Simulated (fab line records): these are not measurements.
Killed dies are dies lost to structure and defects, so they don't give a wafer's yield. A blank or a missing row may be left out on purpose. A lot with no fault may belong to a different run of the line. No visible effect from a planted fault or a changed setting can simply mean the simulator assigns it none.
Check for tools in common	flow gf180mcu	Sample size 11 lots and 33 wafers

== WHY THIS WAS OPENED ==
At GF_HV_LDD_THK_MEAS_57 the reading HV_LDD_CVD_56_THK is flagged on 2 of 11 lots. Fault-free wafers read 90.1 nm, with a standard deviation of 0.75.
Rule: a lot gets a flag if all its wafers with a number sit over 4 standard deviations from that mean, or if no wafer of it has a number. The rest of the lots are taken to be sound.

lot	measured	on	HV_LDD_CVD_56_THK (nm), wafer by wafer	flag
L729	day 13 17:31	film metro-03	88.7 88.5 88.3	
L730	day 14 00:44	film metro-03	90.1 91.1 90.1	
L731	day 14 05:59	film metro-04	90.4 89.8 90.2	
L734	day 15 09:55	film metro-01	51.1 51.3 51.0	FLAGGED
L736	day 16 05:05	film metro-03	50.5 51.5 51.4	FLAGGED
L742	day 19 00:02	film metro-04	89.9 89.3 89.2	
L743	day 19 02:29	film metro-03	90.8 91.4 90.9	
L745	day 19 10:55	film metro-01	91.2 90.8 91.0	
L746	day 19 16:53	film metro-01	90.7 91.1 90.6	
L747	day 20 01:17	film metro-01	90.3 91.5 90.6	
L748	day 20 12:56	film metro-04	88.8 89.4 90.1	
The mean of the flagged lots' numbers is 51.1 nm, -39.0 nm from the usual (-52 standard deviations).

== EACH LOT AND THE TOOL IT RAN ON ==
Before the reading, the record contains 2 process steps out of a 602-step route. Cell contents, in order: the tool; ch with the chambers the sampled wafers went through; the start.
lot	flag	GF_HV_LDD_STRIP_49	GF_HV_LDD_CVD_56
L729		plasma asher-01 ch 0,1, day 13 14:37	lpcvd-01 ch 1, day 13 16:03
L730		plasma asher-02 ch 0,1, day 13 21:50	lpcvd-01 ch 0, day 13 23:17
L731		plasma asher-02 ch 0,1, day 14 03:05	lpcvd-01 ch 1, day 14 04:32
L734	FLAGGED	plasma asher-03 ch 0,1, day 15 05:46	lpcvd-01 ch 0, day 15 07:46
L736	FLAGGED	plasma asher-01 ch 0,1, day 16 00:57	lpcvd-01 ch 0, day 16 02:56
L742		plasma asher-02 ch 0,1, day 18 18:40	lpcvd-02 ch 0, day 18 22:36
L743		plasma asher-03 ch 0, day 18 20:55	lpcvd-02 ch 1, day 19 01:03
L745		plasma asher-03 ch 0, day 19 08:00	lpcvd-02 ch 1, day 19 09:29
L746		plasma asher-03 ch 0,1, day 19 13:58	lpcvd-01 ch 1, day 19 15:27
L747		plasma asher-01 ch 0,1, day 19 22:23	lpcvd-01 ch 0, day 19 23:50
L748		plasma asher-01 ch 0, day 20 10:01	lpcvd-01 ch 1, day 20 11:30
What these steps do:
- GF_HV_LDD_STRIP_49: strips in O2/N2.
- GF_HV_LDD_CVD_56: deposits Si3N4 from DCS/NH3, target thk 90 nm, time 1543 s.
- GF_HV_LDD_THK_MEAS_57

== FLAGGED AGAINST TOTAL, ONE TOOL AT A TIME (gauges that did the reading follow at the end) ==
step	tool	lots run	flagged	share of the flagged lots	sound lots run after its first flagged lot
GF_HV_LDD_STRIP_49	plasma asher-01	4	1	some	2 (L747,L748)
GF_HV_LDD_STRIP_49	plasma asher-02	3	0	none	-
GF_HV_LDD_STRIP_49	plasma asher-03	4	1	some	3 (L743,L745,L746)
GF_HV_LDD_CVD_56	lpcvd-01	8	2	all	3 (L746,L747,L748)
GF_HV_LDD_CVD_56	lpcvd-02	3	0	none	-
GF_HV_LDD_THK_MEAS_57	film metro-01	4	1	some	3 (L745,L746,L747)
GF_HV_LDD_THK_MEAS_57	film metro-03	4	1	some	1 (L743)
GF_HV_LDD_THK_MEAS_57	film metro-04	3	0	none	-

== WHAT THE TABLE ALLOWS ==
All flagged lots share 1 row of the table, namely lpcvd-01 at GF_HV_LDD_CVD_56.
- lpcvd-01 at GF_HV_LDD_CVD_56 ran 8 lots, 2 of them flagged. Lots that were sound ran on it after the first flagged one (L746, L747, L748); a persistent fault on the entire tool would not allow that. Its own readings lie more than 4 standard deviations out on every wafer of the flagged lots: spike tc bottom C, spike tc centre C, spike tc lower C, spike tc top C, spike tc upper C, susceptor temp C.
There is no row in the table that ran each flagged lot and no sound lot after the first.

== WHAT THE SIMULATOR HAD PUT IN ==
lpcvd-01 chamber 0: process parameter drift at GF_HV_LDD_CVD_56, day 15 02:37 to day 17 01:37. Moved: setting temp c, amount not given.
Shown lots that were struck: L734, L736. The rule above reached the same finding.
